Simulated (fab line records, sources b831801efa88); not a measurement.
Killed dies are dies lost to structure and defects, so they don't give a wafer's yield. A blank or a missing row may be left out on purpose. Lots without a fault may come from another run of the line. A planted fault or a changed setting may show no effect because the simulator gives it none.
Chamber matching | flow sfq_line | SFQ_TRILAYER_I0_CMP_CMP_028 on cmp-02: 4 sister chambers
The step polishes SiO2. 8 wafers are shown with their chamber, then 7 later ones without.

WAFERS WITH THEIR CHAMBER
wafer  | chamber | motor_current_A (A) | time_to_endpoint_s (s)
L397.5 | 2       | 9.9                 | 218
L399.5 | 0       | 9.0                 | 226
L404.6 | 2       | 9.6                 | 229
L405.4 | 3       | 12.2                | 213
L405.5 | 1       | 10.9                | 216
L406.1 | 1       | 11.1                | 209
L406.2 | 0       | 8.5                 | 214
L406.3 | 3       | 12.2                | 215

WAFERS WITHOUT THEIR CHAMBER
wafer  | motor_current_A (A) | time_to_endpoint_s (s)
L408.4 | 12.1                | 219
L408.3 | 10.2                | 203
L408.5 | 12.4                | 210
L410.3 | 8.0                 | 223
L420.1 | 10.0                | 214
L420.4 | 10.3                | 219
L420.6 | 10.7                | 217

WHICH CHAMBER EACH WENT THROUGH
wafer  | from the rows above     | in truth
L408.4 | 3                       | 3
L408.3 | can't be placed: 2 or 1 | 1
L408.5 | 3                       | 3
L410.3 | 0                       | 0
L420.1 | 2                       | 2
L420.4 | can't be placed: 2 or 1 | 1
L420.6 | 1                       | 1
Placed correctly: 5 of 7. Can't be placed from these rows: 2 (the true chamber is among the candidates in 2). Placed wrongly: 0.
How it was worked out, from the rows above alone: a wafer's distance from a chamber is the root of the sum, over the readings, of the square of ((its reading less the chamber's mean) divided by the reading's scatter). The wafer belongs to the nearest chamber; if the next one is less than 2 further off, it can't be placed. A chamber's mean is the mean of its shown wafers. The scatter: the root of (the sum of the squares of (reading less its chamber's mean) over the shown wafers, divided by (wafers less chambers)).
